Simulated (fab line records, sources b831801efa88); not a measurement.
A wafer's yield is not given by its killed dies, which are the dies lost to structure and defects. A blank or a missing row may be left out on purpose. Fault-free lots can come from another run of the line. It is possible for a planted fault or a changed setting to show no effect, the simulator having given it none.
What tool caused it? / flow gf180mcu / 72 wafers from 24 lots sampled at 3 of the route's 602 steps

WHAT EACH GAUGE READ, for each wafer
GF_MVPSD_OVL_MEAS_07. Usual: MVPSD_OVL typically reads 0.7 nm, with standard deviation 1.5.
lot=L074; measured=day 4 23:47; on=overlay-02; MVPSD_OVL (nm)=-0.7 0.5 -0.9; flag=
lot=L075; measured=day 5 08:46; on=overlay-02; MVPSD_OVL (nm)=-2.3 -0.1 -0.6; flag=
lot=L076; measured=day 5 12:41; on=overlay-01; MVPSD_OVL (nm)=1.3 0.8 2.7; flag=
lot=L077; measured=day 5 19:07; on=overlay-01; MVPSD_OVL (nm)=2.3 2.3 3.6; flag=
lot=L078; measured=day 6 00:49; on=overlay-02; MVPSD_OVL (nm)=2.3 -0.3 0.0; flag=
lot=L079; measured=day 6 06:50; on=overlay-02; MVPSD_OVL (nm)=0.1 1.8 -0.8; flag=
lot=L080; measured=day 6 12:26; on=overlay-01; MVPSD_OVL (nm)=-1.8 0.9 -0.1; flag=
lot=L081; measured=day 6 18:29; on=overlay-02; MVPSD_OVL (nm)=-0.8 -1.2 0.2; flag=
lot=L082; measured=day 6 23:50; on=overlay-01; MVPSD_OVL (nm)=3.6 2.7 3.8; flag=
lot=L083; measured=day 7 06:29; on=overlay-02; MVPSD_OVL (nm)=-0.6 -0.6 2.9; flag=
lot=L084; measured=day 7 13:32; on=overlay-02; MVPSD_OVL (nm)=-1.1 0.1 -0.1; flag=
lot=L085; measured=day 7 17:44; on=overlay-01; MVPSD_OVL (nm)=-2.2 -1.8 0.0; flag=
lot=L086; measured=day 8 01:05; on=overlay-02; MVPSD_OVL (nm)=2.3 2.5 1.8; flag=
lot=L087; measured=day 8 05:17; on=overlay-02; MVPSD_OVL (nm)=2.5 1.7 1.9; flag=
lot=L088; measured=day 8 11:20; on=overlay-01; MVPSD_OVL (nm)=-0.5 -2.6 -0.4; flag=
lot=L089; measured=day 8 19:27; on=overlay-02; MVPSD_OVL (nm)=-0.2 -0.2 0.0; flag=
lot=L090; measured=day 9 00:50; on=overlay-01; MVPSD_OVL (nm)=0.9 0.7 1.1; flag=
lot=L091; measured=day 9 11:23; on=overlay-02; MVPSD_OVL (nm)=1.6 2.1 0.1; flag=
lot=L092; measured=day 9 18:46; on=overlay-02; MVPSD_OVL (nm)=1.0 -0.4 2.2; flag=
lot=L093; measured=day 9 21:08; on=overlay-01; MVPSD_OVL (nm)=3.0 -0.4 4.1; flag=
lot=L094; measured=day 10 02:50; on=overlay-02; MVPSD_OVL (nm)=0.4 -1.2 1.7; flag=
lot=L095; measured=day 10 11:11; on=overlay-02; MVPSD_OVL (nm)=-0.4 3.1 -0.8; flag=
lot=L096; measured=day 10 17:08; on=overlay-02; MVPSD_OVL (nm)=-0.8 0.1 0.1; flag=
lot=L097; measured=day 10 23:34; on=overlay-01; MVPSD_OVL (nm)=1.7 1.3 4.6; flag=

GF_PSD_OVL_MEAS_08. Usual: PSD_OVL typically reads 0.1 nm, with standard deviation 1.4.
lot=L074; measured=day 14 04:34; on=overlay-01; PSD_OVL (nm)=0.0 1.0 0.8; flag=
lot=L075; measured=day 14 17:01; on=overlay-02; PSD_OVL (nm)=-0.9 0.3 0.8; flag=
lot=L076; measured=day 15 00:33; on=overlay-02; PSD_OVL (nm)=0.1 -1.6 0.2; flag=
lot=L077; measured=day 15 07:34; on=overlay-02; PSD_OVL (nm)=-2.1 -1.5 -1.9; flag=
lot=L078; measured=day 15 20:49; on=overlay-01; PSD_OVL (nm)=1.5 0.3 0.8; flag=
lot=L079; measured=day 16 04:31; on=overlay-02; PSD_OVL (nm)=-1.5 0.8 0.3; flag=
lot=L080; measured=day 16 11:52; on=overlay-02; PSD_OVL (nm)=-0.7 -1.4 -0.6; flag=
lot=L081; measured=day 16 19:24; on=overlay-02; PSD_OVL (nm)=1.8 1.3 1.7; flag=
lot=L082; measured=day 17 05:17; on=overlay-02; PSD_OVL (nm)=1.2 -2.0 1.7; flag=
lot=L083; measured=day 17 14:34; on=overlay-02; PSD_OVL (nm)=0.4 2.5 1.5; flag=
lot=L084; measured=day 17 23:50; on=overlay-01; PSD_OVL (nm)=0.6 -1.3 -0.4; flag=
lot=L085; measured=day 18 04:43; on=overlay-01; PSD_OVL (nm)=0.9 0.7 0.5; flag=
lot=L086; measured=day 18 16:13; on=overlay-01; PSD_OVL (nm)=0.4 1.4 -0.9; flag=
lot=L087; measured=day 18 22:14; on=overlay-02; PSD_OVL (nm)=-3.3 -3.7 -2.7; flag=
lot=L088; measured=day 19 05:19; on=overlay-02; PSD_OVL (nm)=-2.2 -1.9 -2.7; flag=
lot=L089; measured=day 19 16:28; on=overlay-01; PSD_OVL (nm)=0.7 -0.8 1.4; flag=
lot=L090; measured=day 20 04:16; on=overlay-02; PSD_OVL (nm)=0.0 -1.2 -0.4; flag=
lot=L091; measured=day 20 15:51; on=overlay-01; PSD_OVL (nm)=0.2 2.2 0.0; flag=
lot=L092; measured=day 21 02:45; on=overlay-01; PSD_OVL (nm)=-1.0 -0.3 -1.2; flag=
lot=L093; measured=day 21 11:39; on=overlay-01; PSD_OVL (nm)=1.0 0.1 2.8; flag=
lot=L094; measured=day 21 12:25; on=overlay-01; PSD_OVL (nm)=1.3 0.3 -0.2; flag=
lot=L095; measured=day 21 22:18; on=overlay-01; PSD_OVL (nm)=1.9 2.5 2.4; flag=
lot=L096; measured=day 22 03:24; on=overlay-01; PSD_OVL (nm)=0.5 1.1 -1.3; flag=
lot=L097; measured=day 22 17:08; on=overlay-01; PSD_OVL (nm)=1.5 2.5 3.8; flag=

EACH LOT AND THE TOOL THAT RAN IT (in order: tool; ch and the chambers of the sampled wafers; start)
lot=L074; GF_MVSD_STRIP_10=plasma_asher-01 ch 0,1, day 4 10:28
lot=L075; GF_MVSD_STRIP_10=plasma_asher-03 ch 0,1, day 4 18:36
lot=L076; GF_MVSD_STRIP_10=plasma_asher-03 ch 0,1, day 4 22:57
lot=L077; GF_MVSD_STRIP_10=plasma_asher-03 ch 0,1, day 5 04:37
lot=L078; GF_MVSD_STRIP_10=plasma_asher-03 ch 0,1, day 5 10:10
lot=L079; GF_MVSD_STRIP_10=plasma_asher-01 ch 0,1, day 5 16:04
lot=L080; GF_MVSD_STRIP_10=plasma_asher-01 ch 0,1, day 5 21:52
lot=L081; GF_MVSD_STRIP_10=plasma_asher-03 ch 0,1, day 6 03:31
lot=L082; GF_MVSD_STRIP_10=plasma_asher-02 ch 0,1, day 6 08:43
lot=L083; GF_MVSD_STRIP_10=plasma_asher-01 ch 0,1, day 6 14:44
lot=L084; GF_MVSD_STRIP_10=plasma_asher-01 ch 0,1, day 6 21:17
lot=L085; GF_MVSD_STRIP_10=plasma_asher-01 ch 0,1, day 7 01:56
lot=L086; GF_MVSD_STRIP_10=plasma_asher-01 ch 0,1, day 7 08:49
lot=L087; GF_MVSD_STRIP_10=plasma_asher-03 ch 1, day 7 12:59
lot=L088; GF_MVSD_STRIP_10=plasma_asher-02 ch 0,1, day 7 18:46
lot=L089; GF_MVSD_STRIP_10=plasma_asher-03 ch 0,1, day 8 02:19
lot=L090; GF_MVSD_STRIP_10=plasma_asher-03 ch 0,1, day 8 07:38
lot=L091; GF_MVSD_STRIP_10=plasma_asher-01 ch 0,1, day 8 18:31
lot=L092; GF_MVSD_STRIP_10=plasma_asher-02 ch 0,1, day 9 00:38
lot=L093; GF_MVSD_STRIP_10=plasma_asher-03 ch 0,1, day 9 03:42
lot=L094; GF_MVSD_STRIP_10=plasma_asher-03 ch 0,1, day 9 08:53
lot=L095; GF_MVSD_STRIP_10=plasma_asher-02 ch 0,1, day 9 17:32
lot=L096; GF_MVSD_STRIP_10=plasma_asher-03 ch 1, day 9 22:49
lot=L097; GF_MVSD_STRIP_10=plasma_asher-03 ch 0,1, day 10 05:17
- GF_MVSD_STRIP_10: strips in O2/N2.

AS READ BY THE TOOLS THEMSELVES (means over the sampled wafers that have a number; for cases with no such wafer, the mark the record gives instead)
GF_MVSD_STRIP_10. Usual: drypump_motor_current_A 5.6 A, standard deviation 0.41; heater_power_w 335 W, standard deviation 21; oes_product_au 0.722 a.u., standard deviation 0.0044; strip_time_to_endpoint_s 36.94 s, standard deviation 0.12.
lot=L074; tool=plasma_asher-01; drypump_motor_current_A (A)=5.6; heater_power_w (W)=350; oes_product_au (a.u.)=0.725; strip_time_to_endpoint_s (s)=37.02; flag=
lot=L075; tool=plasma_asher-03; drypump_motor_current_A (A)=5.3; heater_power_w (W)=342; oes_product_au (a.u.)=0.721; strip_time_to_endpoint_s (s)=37.03; flag=
lot=L076; tool=plasma_asher-03; drypump_motor_current_A (A)=5.3; heater_power_w (W)=343; oes_product_au (a.u.)=0.724; strip_time_to_endpoint_s (s)=37.09; flag=
lot=L077; tool=plasma_asher-03; drypump_motor_current_A (A)=5.3; heater_power_w (W)=343; oes_product_au (a.u.)=0.726; strip_time_to_endpoint_s (s)=37.11; flag=
lot=L078; tool=plasma_asher-03; drypump_motor_current_A (A)=5.4; heater_power_w (W)=333; oes_product_au (a.u.)=0.724; strip_time_to_endpoint_s (s)=36.97; flag=
lot=L079; tool=plasma_asher-01; drypump_motor_current_A (A)=5.6; heater_power_w (W)=351; oes_product_au (a.u.)=0.719; strip_time_to_endpoint_s (s)=36.92; flag=
lot=L080; tool=plasma_asher-01; drypump_motor_current_A (A)=5.6; heater_power_w (W)=348; oes_product_au (a.u.)=0.722; strip_time_to_endpoint_s (s)=37.05; flag=
lot=L081; tool=plasma_asher-03; drypump_motor_current_A (A)=5.3; heater_power_w (W)=343; oes_product_au (a.u.)=0.720; strip_time_to_endpoint_s (s)=37.14; flag=
lot=L082; tool=plasma_asher-02; drypump_motor_current_A (A)=5.9; heater_power_w (W)=302; oes_product_au (a.u.)=0.723; strip_time_to_endpoint_s (s)=36.91; flag=
lot=L083; tool=plasma_asher-01; drypump_motor_current_A (A)=5.6; heater_power_w (W)=349; oes_product_au (a.u.)=0.725; strip_time_to_endpoint_s (s)=37.05; flag=
lot=L084; tool=plasma_asher-01; drypump_motor_current_A (A)=6.0; heater_power_w (W)=344; oes_product_au (a.u.)=0.719; strip_time_to_endpoint_s (s)=36.95; flag=
lot=L085; tool=plasma_asher-01; drypump_motor_current_A (A)=6.0; heater_power_w (W)=352; oes_product_au (a.u.)=0.723; strip_time_to_endpoint_s (s)=36.95; flag=
lot=L086; tool=plasma_asher-01; drypump_motor_current_A (A)=5.6; heater_power_w (W)=347; oes_product_au (a.u.)=0.723; strip_time_to_endpoint_s (s)=36.75; flag=
lot=L087; tool=plasma_asher-03; drypump_motor_current_A (A)=5.3; heater_power_w (W)=312; oes_product_au (a.u.)=0.721; strip_time_to_endpoint_s (s)=36.79; flag=
lot=L088; tool=plasma_asher-02; drypump_motor_current_A (A)=6.1; heater_power_w (W)=313; oes_product_au (a.u.)=0.721; strip_time_to_endpoint_s (s)=36.83; flag=
lot=L089; tool=plasma_asher-03; drypump_motor_current_A (A)=5.3; heater_power_w (W)=331; oes_product_au (a.u.)=0.723; strip_time_to_endpoint_s (s)=36.90; flag=
lot=L090; tool=plasma_asher-03; drypump_motor_current_A (A)=5.4; heater_power_w (W)=325; oes_product_au (a.u.)=0.721; strip_time_to_endpoint_s (s)=36.86; flag=
lot=L091; tool=plasma_asher-01; drypump_motor_current_A (A)=5.6; heater_power_w (W)=346; oes_product_au (a.u.)=0.721; strip_time_to_endpoint_s (s)=37.01; flag=
lot=L092; tool=plasma_asher-02; drypump_motor_current_A (A)=5.9; heater_power_w (W)=299; oes_product_au (a.u.)=0.721; strip_time_to_endpoint_s (s)=36.89; flag=
lot=L093; tool=plasma_asher-03; drypump_motor_current_A (A)=5.3; heater_power_w (W)=332; oes_product_au (a.u.)=0.725; strip_time_to_endpoint_s (s)=36.95; flag=
lot=L094; tool=plasma_asher-03; drypump_motor_current_A (A)=5.3; heater_power_w (W)=341; oes_product_au (a.u.)=0.722; strip_time_to_endpoint_s (s)=36.90; flag=
lot=L095; tool=plasma_asher-02; drypump_motor_current_A (A)=6.1; heater_power_w (W)=315; oes_product_au (a.u.)=0.723; strip_time_to_endpoint_s (s)=36.89; flag=
lot=L096; tool=plasma_asher-03; drypump_motor_current_A (A)=5.4; heater_power_w (W)=312; oes_product_au (a.u.)=0.723; strip_time_to_endpoint_s (s)=36.75; flag=
lot=L097; tool=plasma_asher-03; drypump_motor_current_A (A)=5.3; heater_power_w (W)=343; oes_product_au (a.u.)=0.722; strip_time_to_endpoint_s (s)=36.91; flag=

THE ANSWER, worked out from the rows above alone
Rule: a lot counts as off when the mean over its wafers that have a number is more than 3 standard deviations away from the usual mean. A lot without any number at a reading at which 4 lots or more have one is off too. Any other lot the step has rows for is counted as sound. Order of review: gauges by route order, followed by the tools' own readings, for which a lot's mean as printed above is used. The first step at which some lot is off is used, and at that step the reading that is off furthest; a lot without a number counts as furthest.
Nothing can be told from this: no lot is off at any reading shown.

WHAT THE SIMULATOR HAD PUT IN
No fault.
